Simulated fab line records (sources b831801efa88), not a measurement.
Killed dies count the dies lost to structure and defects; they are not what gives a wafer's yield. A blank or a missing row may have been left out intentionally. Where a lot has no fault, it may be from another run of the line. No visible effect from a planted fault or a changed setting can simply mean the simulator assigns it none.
Which of the tools did it? | flow gf180mcu | 24 lots with 72 wafers sampled at 3 steps, on a route of 602 steps

## WHAT THE GAUGES SHOWED, per wafer
GF_M3_CD_MEAS_14 targets a cd of 280 nm. Usual: cd_nm reads 280.6 nm (standard deviation 1.1).
lot  | measured     | on        | cd_nm (nm)        | flag
L074 | day 21 16:39 | cd_sem-01 | 282.3 281.6 281.0 |
L075 | day 22 02:10 | cd_sem-01 | 279.6 279.6 279.0 |
L076 | day 22 10:42 | cd_sem-02 | 280.9 279.9 280.0 |
L077 | day 22 11:56 | cd_sem-02 | 282.5 281.0 282.4 |
L078 | day 23 04:44 | cd_sem-01 | 280.2 281.9 282.1 |
L079 | day 23 08:34 | cd_sem-02 | 281.2 280.7 281.1 |
L080 | day 23 20:26 | cd_sem-01 | 280.8 280.2 280.1 |
L081 | day 24 03:24 | cd_sem-02 | 281.9 280.1 280.3 |
L082 | day 24 08:56 | cd_sem-01 | 280.7 280.5 281.1 |
L083 | day 24 12:08 | cd_sem-01 | 279.8 278.8 280.3 |
L084 | day 25 01:49 | cd_sem-01 | 281.0 281.8 281.9 |
L085 | day 25 05:33 | cd_sem-02 | 279.7 279.5 280.7 |
L086 | day 25 15:21 | cd_sem-01 | 279.5 279.6 279.3 |
L087 | day 25 22:25 | cd_sem-02 | 279.5 279.9 279.7 |
L088 | day 26 08:12 | cd_sem-01 | 283.5 282.7 282.8 |
L089 | day 26 19:49 | cd_sem-01 | 279.0 278.8 279.0 |
L090 | day 27 02:17 | cd_sem-02 | 282.9 281.3 280.5 |
L091 | day 27 06:50 | cd_sem-01 | 279.6 279.9 279.9 |
L092 | day 27 12:57 | cd_sem-01 | 280.2 279.1 280.2 |
L093 | day 27 22:58 | cd_sem-02 | 280.7 279.4 281.1 |
L094 | day 28 00:57 | cd_sem-02 | 281.2 281.4 283.1 |
L095 | day 28 06:17 | cd_sem-02 | 280.5 280.0 280.4 |
L096 | day 29 00:43 | cd_sem-01 | 278.8 279.2 279.5 |
L097 | day 29 02:38 | cd_sem-02 | 280.9 281.4 281.0 |

GF_M3_OVL_MEAS_15. Usual: M3_OVL 0 nm, standard deviation 6.
lot  | measured     | on         | M3_OVL (nm) | flag
L074 | day 21 16:46 | overlay-01 | 6 -1 -1     |
L075 | day 22 02:16 | overlay-02 | -1 4 3      |
L076 | day 22 10:49 | overlay-01 | 2 4 -6      |
L077 | day 22 12:03 | overlay-01 | -5 -1 -2    |
L078 | day 23 04:50 | overlay-02 | 4 0 1       |
L079 | day 23 08:41 | overlay-02 | 0 8 11      |
L080 | day 23 20:32 | overlay-01 | 2 1 12      |
L081 | day 24 03:30 | overlay-01 | 11 1 8      |
L082 | day 24 09:03 | overlay-02 | 0 -2 1      |
L083 | day 24 12:13 | overlay-01 | 7 2 5       |
L084 | day 25 01:56 | overlay-02 | -1 -4 2     |
L085 | day 25 05:40 | overlay-01 | 3 0 3       |
L086 | day 25 15:28 | overlay-01 | 8 9 -12     |
L087 | day 25 22:32 | overlay-01 | -13 -15 -12 |
L088 | day 26 08:19 | overlay-02 | -8 0 6      |
L089 | day 26 19:56 | overlay-02 | 1 1 -1      |
L090 | day 27 02:24 | overlay-01 | -1 4 3      |
L091 | day 27 06:56 | overlay-01 | 1 -11 -5    |
L092 | day 27 13:04 | overlay-01 | -3 -4 3     |
L093 | day 27 23:04 | overlay-02 | 1 0 7       |
L094 | day 28 01:04 | overlay-02 | 4 6 -1      |
L095 | day 28 06:24 | overlay-01 | 11 -2 5     |
L096 | day 29 00:50 | overlay-02 | -12 -19 -8  |
L097 | day 29 02:45 | overlay-02 | 2 -7 1      |

## TOOL THAT RAN EACH LOT (tool first, then ch and the chambers of the sampled wafers, then the start)
lot  | GF_M3_SPUTTER_00
L074 | pvd_sputter-02, day 20 16:40
L075 | pvd_sputter-01, day 21 01:29
L076 | pvd_sputter-01, day 21 10:55
L077 | pvd_sputter-01, day 21 12:28
L078 | pvd_sputter-01, day 22 05:28
L079 | pvd_sputter-01, day 22 09:47
L080 | pvd_sputter-02, day 22 21:41
L081 | pvd_sputter-03, day 23 05:14
L082 | pvd_sputter-02, day 23 10:41
L083 | pvd_sputter-01, day 23 13:37
L084 | pvd_sputter-02, day 24 03:14
L085 | pvd_sputter-03, day 24 07:40
L086 | pvd_sputter-02, day 24 17:42
L087 | pvd_sputter-03, day 25 01:17
L088 | pvd_sputter-02, day 25 10:59
L089 | pvd_sputter-02, day 25 22:40
L090 | pvd_sputter-02, day 26 05:23
L091 | pvd_sputter-02, day 26 10:05
L092 | pvd_sputter-03, day 26 15:58
L093 | pvd_sputter-01, day 27 02:31
L094 | pvd_sputter-01, day 27 04:27
L095 | pvd_sputter-02, day 27 10:17
L096 | pvd_sputter-01, day 28 04:50
L097 | pvd_sputter-03, day 28 06:46
- GF_M3_SPUTTER_00: material Ti, target thk 37.5 nm, time 150 s.

## AS READ BY THE TOOLS THEMSELVES (means over the sampled wafers that have a number; for cases with no such wafer, the mark the record gives instead)
GF_M3_SPUTTER_00. Usual: throttle_valve_pct reads 30.3 % (standard deviation 0.96).
lot  | tool           | throttle_valve_pct (%) | flag
L074 | pvd_sputter-02 | 30.4                   |
L075 | pvd_sputter-01 | 30.2                   |
L076 | pvd_sputter-01 | 30.1                   |
L077 | pvd_sputter-01 | 30.3                   |
L078 | pvd_sputter-01 | 29.7                   |
L079 | pvd_sputter-01 | 30.4                   |
L080 | pvd_sputter-02 | 30.0                   |
L081 | pvd_sputter-03 | 31.0                   |
L082 | pvd_sputter-02 | 30.5                   |
L083 | pvd_sputter-01 | 30.3                   |
L084 | pvd_sputter-02 | 30.3                   |
L085 | pvd_sputter-03 | 30.1                   |
L086 | pvd_sputter-02 | 29.8                   |
L087 | pvd_sputter-03 | 30.8                   |
L088 | pvd_sputter-02 | 30.2                   |
L089 | pvd_sputter-02 | 30.0                   |
L090 | pvd_sputter-02 | 29.8                   |
L091 | pvd_sputter-02 | 30.4                   |
L092 | pvd_sputter-03 | 30.5                   |
L093 | pvd_sputter-01 | 29.8                   |
L094 | pvd_sputter-01 | 30.5                   |
L095 | pvd_sputter-02 | 29.9                   |
L096 | pvd_sputter-01 | 30.4                   |
L097 | pvd_sputter-03 | 29.9                   |

## THE ANSWER, worked out from the rows above alone
Rule: lot off if the mean of its wafers having a number is beyond 3 standard deviations from the usual mean. A lot without any number at a reading at which 4 lots or more have one is off too. Where the step has rows for the other lots, those lots are counted as sound. Order of review: gauges by route order, followed by the tools' own readings, for which a lot's mean as printed above is used. At the first step where some lot is off, the reading lying furthest off is the one used; lots without a number count as furthest.
None of the lots is off at any reading shown; this tells nothing.

## WHAT HAD BEEN PUT IN BY THE SIMULATOR
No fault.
